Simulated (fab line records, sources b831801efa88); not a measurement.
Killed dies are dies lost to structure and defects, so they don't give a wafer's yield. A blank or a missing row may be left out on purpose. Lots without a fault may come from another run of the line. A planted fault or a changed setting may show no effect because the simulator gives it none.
fab line records | flow gf180mcu
record lots=15 wafers=45 last_day=34
route steps=602 shown STI@25 LVPWELL@64 MVSD@72 VT_IMPLANT@122
lots that met no fault: from a run of the same line without faults
start_h: hours from the record's first day to the start of the lot's first wafer shown | wait_h: hours since the lot's step before | " the same as in the row above | L1.1+2: a row that stands for several wafers | - no value, or no start given | * or withheld: withheld | < > ~ a bound
route shown NAME@n: a module of which the file shows steps, and the number in the route of the first | usual: mean/standard deviation of fault-free wafers | same: alike in all rows | chamber/n: place in a boat | sites: the reading at each site | _std_site: their standard deviation | _edge_site: outer sites' mean less inner sites' | radius_mm: how far each site lies from the wafer's centre | mask NAME#n: copy n | behind: the tool/chamber that last shaped the wafer | hold: why the lot was held/for how many hours/how that ended | device: the transistor (n, p or np) that didn't switch | end of line: the same wafers' tests at the end of the route | a step without rows: its recipe alone | killed: dies lost to structure and defects at the first sort, not the wafer's yield | map: a wafer's dies, x killed, . not, _ none there
set.NAME: the setting as run; set.NAME@STEP: as run at that earlier step | model.NAME: the simulator's own value behind a step, which no gauge read
steps of the route over a sample of lots; a table a step, a row a wafer
services: from which hour (start_h, from the record's first day; less than 0 if before it) a tool's chamber was out of use, for how many hours, and why
## steps
# step GF_STI_THK_MEAS_24
# recipe reads=SiO2_of_STI_CVD_23
# usual STI_CVD_23_THK=647/7.1
# columns lot.wafer tool chamber start_h wait_h STI_CVD_23_THK[nm]
L953.2 film_metro-01 - 27.49 0.0 647
L953.3 " - " " 650
L953.5 " - " " 644
L954.2 film_metro-04 - 32.44 0.0 637
L954.3 " - " " 630
L954.6 " - " " 643
L955.1 film_metro-04 - 37.41 0.0 643
L955.3 " - " " 639
L955.5 " - " " 646
L956.1 film_metro-04 - 43.43 0.0 641
L956.2 " - " " 657
L956.6 " - " " 639
L957.1 film_metro-03 - 47.78 0.0 634
L957.3 " - " " 656
L957.6 " - " " 644
L958.3 film_metro-03 - 53.05 0.1 650
L958.4 " - " " 651
L958.6 " - " " 654
L959.1 film_metro-03 - 58.03 0.0 653
L959.2 " - " " 653
L959.6 " - " " 653
L960.1 film_metro-03 - 63.34 0.0 649
L960.3 " - " " 645
L960.4 " - " " 652
L962.3 film_metro-01 - 73.97 0.1 647
L962.5 " - " " 650
L962.6 " - " " 651
L963.1 film_metro-01 - 79.18 0.0 647
L963.2 " - " " 656
L963.6 " - " " 649
L966.1 film_metro-01 - 95.73 0.0 660
L966.4 " - " " 656
L966.6 " - " " 645
L967.2 film_metro-04 - 101.01 0.0 644
L967.4 " - " " 652
L967.5 " - " " 631
L968.1 film_metro-04 - 105.45 0.0 631
L968.2 " - " " 644
L968.4 " - " " 637
L972.2 film_metro-03 - 124.53 0.0 635
L972.5 " - " " 660
L972.6 " - " " 648
L975.1 film_metro-04 - 142.56 0.0 655
L975.3 " - " " 651
L975.6 " - " " 648
# step GF_LVPWELL_STRIP_10
# recipe chemistry=O2/N2 power_w=1400 pressure_mtorr=1500 platen_temp_c=250 o2_flow_sccm=3000 n2_flow_sccm=300 overash_fraction=0.5
# usual drypump_motor_current_A=5.6/0.42 heater_power_w=322/12 oes_product_au=0.722/0.0044 strip_time_to_endpoint_s=36.90/0.092
# columns lot.wafer tool chamber start_h wait_h drypump_motor_current_A heater_power_w oes_product_au rf_hours_counter_h strip_time_to_endpoint_s
L953.2 plasma_asher-03 0 69.02 0.1 6.1 322 0.716 25 36.85
L953.3 " 1 " " 5.5 342 0.722 - 36.95
L953.5 " 1 " " 5.5 330 0.725 - 36.86
L954.2 plasma_asher-04 0 74.52 0.1 5.5 314 0.724 41 36.91
L954.3 " 0 " " 5.6 320 0.724 - 36.88
L954.6 " 0 " " 5.5 320 0.722 - 36.89
L955.1 plasma_asher-02 0 79.62 0.1 5.4 322 0.713 44 36.83
L955.3 " 0 " " 5.4 309 0.715 - 36.90
L955.5 " 0 " " 5.5 312 0.726 - 36.83
L956.1 plasma_asher-03 0 86.92 0.1 6.1 322 0.719 27 37.06
L956.2 " 1 " " 5.5 336 0.719 27 37.02
L956.6 " 0 " " 6.1 318 0.718 - 37.07
L957.1 plasma_asher-04 0 91.17 0.1 5.5 327 0.720 43 36.74
L957.3 " 1 " " 4.8 304 0.726 - 36.74
L957.6 " 1 " " 4.8 313 0.718 - 36.72
L958.3 plasma_asher-02 1 96.48 0.1 6.1 305 0.726 - 36.91
L958.4 " 0 " " 5.4 317 0.726 - 36.87
L958.6 " 0 " " 5.4 310 0.717 - 36.96
L959.1 plasma_asher-03 0 102.54 0.1 6.1 334 0.720 28 36.93
L959.2 " 1 " " 5.5 349 0.719 28 36.91
L959.6 " 1 " " 5.5 333 0.719 - 36.89
L960.1 plasma_asher-04 0 107.47 0.1 5.5 322 0.726 44 36.85
L960.3 " 0 " " 5.5 323 0.714 - 36.83
L960.4 " 1 " " 4.8 310 0.723 - 36.83
L962.3 plasma_asher-03 1 118.91 0.1 5.4 337 0.725 - 36.84
L962.5 " 1 " " 5.4 342 0.727 - 36.88
L962.6 " 0 " " 6.1 318 0.720 - 36.88
L963.1 plasma_asher-02 0 123.67 0.1 5.4 318 0.724 2 36.93
L963.2 " 1 " " 6.0 312 0.726 2 36.97
L963.6 " 0 " " 5.4 319 0.727 - 36.92
L966.1 plasma_asher-04 0 147.84 0.1 5.5 324 0.725 47 36.86
L966.4 " 1 " " 4.8 304 0.713 - 36.78
L966.6 " 0 " " 5.5 323 0.727 - 36.95
L967.2 plasma_asher-03 0 149.52 0.1 6.1 322 0.725 35 36.98
L967.4 " 1 " " 5.4 336 0.725 - 36.94
L967.5 " 1 " " 5.5 333 0.729 - 36.91
L968.1 plasma_asher-03 0 153.32 0.1 6.1 314 0.725 36 36.92
L968.2 " 1 " " 5.5 353 0.727 36 36.94
L968.4 " 1 " " 5.5 340 0.727 - 37.06
L972.2 plasma_asher-04 0 175.14 0.1 5.5 325 0.723 50 36.83
L972.5 " 0 " " 5.6 329 0.720 - 36.84
L972.6 " 1 " " 4.8 313 0.723 - 36.89
L975.1 plasma_asher-04 1 194.32 0.1 4.8 308 0.731 52 36.92
L975.3 " 1 " " 4.8 298 0.726 - 36.94
L975.6 " 1 " " 4.8 311 0.719 - 36.90
# step GF_MVSD_DEVELOP_06
# recipe wall_angle_deg=90 develop_time_s=60 dev_temp_c=23
# usual resist_line_temp_C=23.00/0.12
# columns lot.wafer tool chamber start_h wait_h resist_line_temp_C
L953.2 litho_track-04 0 82 - 22.79
L953.3 " 0 " " 22.90
L953.5 " 0 " " 22.96
L954.2 litho_track-02 0 88 - 22.93
L954.3 " 0 " " 23.00
L954.6 " 0 " " 22.98
L955.1 litho_track-02 0 93 - 23.02
L955.3 " 0 " " 23.09
L955.5 " 0 " " 22.99
L956.1 litho_track-03 0 100 - 22.75
L956.2 " 0 " " 22.77
L956.6 " 0 101 - 22.93
L957.1 litho_track-02 0 104 - 22.70
L957.3 " 0 " " 22.75
L957.6 " 0 " " 22.75
L958.3 litho_track-03 0 110 - 23.14
L958.4 " 0 " " 23.01
L958.6 " 0 " " 23.08
L959.1 litho_track-03 0 116 - 23.06
L959.2 " 0 " " 23.05
L959.6 " 0 " " 22.95
L960.1 litho_track-02 0 120 - 23.06
L960.3 " 0 " " 23.03
L960.4 " 0 " " 22.92
L962.3 litho_track-02 0 133 - 23.17
L962.5 " 0 " " 23.02
L962.6 " 0 " " 23.04
L963.1 litho_track-02 0 138 - 23.13
L963.2 " 0 " " 23.11
L963.6 " 0 " " 22.99
L966.1 litho_track-02 0 163 - 22.90
L966.4 " 0 " " 23.03
L966.6 " 0 " " 22.86
L967.2 litho_track-02 0 164 - 23.12
L967.4 " 0 " " 23.06
L967.5 " 0 " " 23.12
L968.1 litho_track-03 0 169 - 22.95
L968.2 " 0 " " 22.87
L968.4 " 0 " " 22.96
L972.2 litho_track-03 0 191 - 23.14
L972.5 " 0 " " 22.98
L972.6 " 0 " " 22.79
L975.1 litho_track-03 0 211 - 22.85
L975.3 " 0 " " 22.91
L975.6 " 0 " " 22.96
# step GF_MVSD_OVL_MEAS_07
# usual MVSD_OVL=0.7/1.2
# columns lot.wafer tool chamber start_h wait_h MVSD_OVL[nm]
L953.2 overlay-01 - 82.22 - -0.5
L953.3 " - " " 1.3
L953.5 " - " " 1.6
L954.2 overlay-01 - 88.41 - 0.1
L954.3 " - " " 0.4
L954.6 " - " " -0.8
L955.1 overlay-02 - 93.41 - -0.9
L955.3 " - " " -1.4
L955.5 " - " " -1.0
L956.1 overlay-02 - 101.04 - 1.8
L956.2 " - " " 2.8
L956.6 " - " " 3.0
L957.1 overlay-02 - 104.81 - 1.6
L957.3 " - " " 0.9
L957.6 " - " " 2.0
L958.3 overlay-02 - 110.65 - 1.9
L958.4 " - " " -0.7
L958.6 " - " " 1.0
L959.1 overlay-02 - 116.89 - 0.3
L959.2 " - " " -0.5
L959.6 " - " " -1.4
L960.1 overlay-02 - 121.06 - 1.2
L960.3 " - " " -1.0
L960.4 " - " " -0.8
L962.3 overlay-02 - 133.37 - 0.9
L962.5 " - " " 0.0
L962.6 " - " " -0.3
L963.1 overlay-01 - 138.76 - -
L963.2 " - " " -
L963.6 " - " " -
L966.1 overlay-02 - 163.36 - -
L966.4 " - " " -
L966.6 " - " " -
L967.2 overlay-01 - 164.96 - -
L967.4 " - " " -
L967.5 " - " " -
L968.1 overlay-02 - 169.39 - 1.5
L968.2 " - " " 2.9
L968.4 " - " " 2.6
L972.2 overlay-02 - 191.34 - -0.4
L972.5 " - " " 0.4
L972.6 " - " " -0.2
L975.1 overlay-02 - 211.24 - 0.8
L975.3 " - " " 1.7
L975.6 " - " " 1.5
# step GF_MVSD_TW_MEAS_11
# usual MVSD_TW=1582/13
# columns lot.wafer tool chamber start_h wait_h MVSD_TW
L953.2 film_metro-04 - 82.66 0.1 1584
L953.3 " - " " 1586
L953.5 " - " " 1593
L954.2 film_metro-02 - 88.85 0.1 1568
L954.3 " - " " 1578
L954.6 " - " " 1574
L955.1 film_metro-04 - 93.84 0.1 1579
L955.3 " - " " 1588
L955.5 " - " " 1587
L956.1 film_metro-03 - 101.47 0.1 1582
L956.2 " - " " 1581
L956.6 " - " " 1570
L957.1 film_metro-04 - 105.24 0.1 1592
L957.3 " - " " 1597
L957.6 " - " " 1589
L958.3 film_metro-04 - 111.09 0.1 1609
L958.4 " - " " 1601
L958.6 " - " " 1605
L959.1 film_metro-02 - 117.32 0.1 1575
L959.2 " - " " 1578
L959.6 " - " " 1572
L960.1 film_metro-03 - 121.49 0.1 1587
L960.3 " - " " 1598
L960.4 " - " " 1588
L962.3 film_metro-02 - 133.81 0.1 1577
L962.5 " - " " 1577
L962.6 " - " " 1579
L963.1 film_metro-04 - 139.19 0.1 1527
L963.2 " - " " 1527
L963.6 " - " " 1528
L966.1 film_metro-02 - 163.79 0.1 1485
L966.4 " - " " 1486
L966.6 " - " " 1486
L967.2 film_metro-03 - 165.44 0.1 1509
L967.4 " - " " 1512
L967.5 " - " " 1509
L968.1 film_metro-03 - 169.82 0.1 1586
L968.2 " - " " 1588
L968.4 " - " " 1588
L972.2 film_metro-02 - 191.78 0.1 1584
L972.5 " - " " 1579
L972.6 " - " " 1571
L975.1 film_metro-04 - 211.67 0.1 1597
L975.3 " - " " 1589
L975.6 " - " " 1597
# step GF_VT_IMPLANT_TW_MEAS_32
# usual VT_IMPLANT_3_TW=268.2/1.5
# columns lot.wafer tool chamber start_h wait_h VT_IMPLANT_3_TW
L953.2 film_metro-03 - 140.98 0.1 269.8
L953.3 " - " " 270.5
L953.5 " - " " 270.5
L954.2 film_metro-01 - 146.86 0.1 266.7
L954.3 " - " " 266.8
L954.6 " - " " 267.4
L955.1 film_metro-03 - 152.92 0.1 268.2
L955.3 " - " " 269.0
L955.5 " - " " 269.6
L956.1 film_metro-03 - 165.11 0.1 268.3
L956.2 " - " " 269.7
L956.6 " - " " 270.2
L957.1 film_metro-01 - 166.57 0.1 267.5
L957.3 " - " " 267.1
L957.6 " - " " 267.1
L958.3 film_metro-01 - 171.84 0.1 267.8
L958.4 " - " " 270.3
L958.6 " - " " 268.1
L959.1 film_metro-03 - 179.42 0.1 268.4
L959.2 " - " " 269.2
L959.6 " - " " 267.2
L960.1 film_metro-02 - 184.02 0.1 269.0
L960.3 " - " " 268.0
L960.4 " - " " 267.6
L962.3 film_metro-02 - 198.34 0.1 265.4
L962.5 " - " " 264.2
L962.6 " - " " 264.4
L963.1 film_metro-01 - 205.05 0.1 269.0
L963.2 " - " " 267.8
L963.6 " - " " 268.6
L966.1 film_metro-03 - 231.50 0.1 269.5
L966.4 " - " " 269.6
L966.6 " - " " 268.6
L967.2 film_metro-01 - 234.41 0.1 267.9
L967.4 " - " " 267.2
L967.5 " - " " 268.1
L968.1 film_metro-02 - 239.85 0.1 266.3
L968.2 " - " " 267.0
L968.4 " - " " 267.5
L972.2 film_metro-01 - 264.16 0.1 268.1
L972.5 " - " " 266.8
L972.6 " - " " 268.3
L975.1 film_metro-01 - 287.60 0.1 268.8
L975.3 " - " " 267.3
L975.6 " - " " 266.2
## services
# columns tool chamber start_h hours kind
plasma_asher-03 - 55.86 1.2 repair
plasma_asher-04 - 108.12 15.6 pm
plasma_asher-02 - 108.75 9.0 pm
plasma_asher-02 0 108.75 9.0 vent_cycle
plasma_asher-02 1 108.75 9.0 vent_cycle
plasma_asher-02 0 117.75 - clean
plasma_asher-02 1 117.75 - clean
## key
first_sign step=GF_MVSD_OVL_MEAS_07 reading=MVSD_OVL direction=missing
effect step=GF_MVSD_TW_MEAS_11 reading=MVSD_TW direction=down sigmas=5.7 usual=1582 struck=1508
met_at GF_MVSD_DEVELOP_06
struck_lots L963,L966,L967
sort_left_out L963.1,L963.2,L963.6,L966.1,L966.4,L966.6,L967.2,L967.4,L967.5
tester_left_out L963,L966,L967
not_acting_at GF_STI_THK_MEAS_24,GF_LVPWELL_STRIP_10,GF_VT_IMPLANT_TW_MEAS_32
onset_between 133 138
fault kind=process_parameter_drift tool=litho_track-02 chamber=- onset_h=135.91 steps=GF_MVSD_DEVELOP_06 channel=develop_time_s offset=* shape=step end_h=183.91 acts_in=* stated=*
# tester_left_out: of these lots the tester's yield and bins aren't shown, on N5 and GAA mostly nor the transistor test; their killed dies are dies lost to structure and defects alone, not to doping, threshold or leakage, so they don't give the yield
# sort_left_out: the simulated sort isn't trusted on such a fault, so these wafers' sort isn't shown, and their yield isn't known
